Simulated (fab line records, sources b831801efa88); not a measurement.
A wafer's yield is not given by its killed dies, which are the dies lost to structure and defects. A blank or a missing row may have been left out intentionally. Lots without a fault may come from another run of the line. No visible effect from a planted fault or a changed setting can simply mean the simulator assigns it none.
Struck lot and sound lot, side by side ; flow gf180mcu ; 15 steps out of a route of 602
Sound: wafers L695.1, L695.3, L695.6. Struck: wafer L698.6 (left out: L698.4, L698.5 of the same lot, which were not struck); the cause appears at the end.
At each step with rows: each side's tool, then ch and its chambers, then its first start. Under that, the readings that differ: sound wafers ; struck wafers ; difference of the means ; sigmas: that difference in standard deviations of wafers without a fault.
alike: readings whose means differ by less than 2 such deviations, and words and numbers that are the same on both sides. not compared: withheld readings, readings that some wafer has no value for, bounds like >300 that may hide the same value, and numbers for which the record gives no deviation and whose values overlap.
The two part at a step that has a row with sigmas, a row that says differs or no value, or rows on one side only. When numbers do not overlap yet have no deviation, they are printed without sigmas and do not part them. Lack of a reading on every wafer of one side parts them only where that side has two or more wafers.

first, 3 steps without rows for these wafers: GF_PSD_EXPOSE_04 (exposes mask Pplus, target cd 400 nm); GF_PSD_PEB_05; GF_PSD_DEVELOP_06 (develop time 60 s).
GF_PSD_CD_MEAS_07: target cd 400 nm.
  sound on cd sem-01 at day 14 15:41; struck on cd sem-01 at day 16 02:46
  alike: cd nm
GF_PSD_OVL_MEAS_08:
  sound on overlay-01 at day 14 15:49; struck on overlay-01 at day 16 02:50
reading;sound;struck;difference;sigmas
PSD_OVL (nm);-4.0 -2.1 -0.3;0.6;+2.7;+2
next, for these wafers, 1 step has no rows: GF_PSD_IMPLANT_09.
GF_PSD_STRIP_10: strips in O2/N2.
  sound on plasma asher-01 ch 0,1, day 14 15:59; struck on plasma asher-01 ch 1, day 16 03:02
  alike: chamber pressure mTorr, drypump motor current A, heater power w, oes product au, strip time to endpoint s
  not compared: rf hours counter h
GF_PSD_TW_MEAS_11:
  sound on film metro-02 at day 14 16:05; struck on film metro-02 at day 16 03:08
  alike: PSD_TW
then, 1 step without rows for these wafers: GF_PSD_CLEAN_12 (cleans in SC1/SC2, time 150 s).
GF_PSD_RTA_13: time 20 s.
  sound on rtp anneal-01 ch 0, day 14 16:13; struck on rtp anneal-01 ch 0, day 16 03:16
  alike: lamp power pct, wafer_temp_C_max
GF_PSD_RS_MEAS_14: measures by four-point-probe.
  sound on film metro-03 at day 14 16:18; struck on film metro-01 at day 16 03:22
  alike: NSD_RS
GF_PSD_RS_MEAS_15: measures by four-point-probe.
  sound on film metro-03 at day 14 16:25; struck on film metro-01 at day 16 03:29
reading;sound;struck;difference;sigmas
PSD_RS (ohm/sq);108.24 108.26 108.12;109.00;+0.79;+3
GF_SAB_CVD_00: deposits SiO2 from TEOS, target thk 50 nm, time 4.9302 s.
  sound on pecvd-03 ch 1,2, day 14 16:32; struck on pecvd-03 ch 2, day 16 03:34
  alike: heater power w
GF_SAB_THK_MEAS_01:
  sound on film metro-04 at day 14 16:34; struck on film metro-03 at day 16 03:49
reading;sound;struck;difference;sigmas
SAB_CVD_00_THK (nm);49.2 48.8 50.3;43.1;-6.3;-10
  not compared: hold
-- the record jumps here: 15 days lie between the struck wafers' starts before and after (it left off in module SAB and takes up again in module PASSIVATION, whose first step shown is number 602 of the route) --
GF_PASSIVATION_PROBE_99:
  only the struck wafers here have rows in the record (prober-01, day 30 19:43); the sound ones have none

== WHERE THEY PART ==
Earliest at GF_PSD_OVL_MEAS_08; latest, in this record, at GF_PASSIVATION_PROBE_99.

WHY: whatever the simulator had introduced
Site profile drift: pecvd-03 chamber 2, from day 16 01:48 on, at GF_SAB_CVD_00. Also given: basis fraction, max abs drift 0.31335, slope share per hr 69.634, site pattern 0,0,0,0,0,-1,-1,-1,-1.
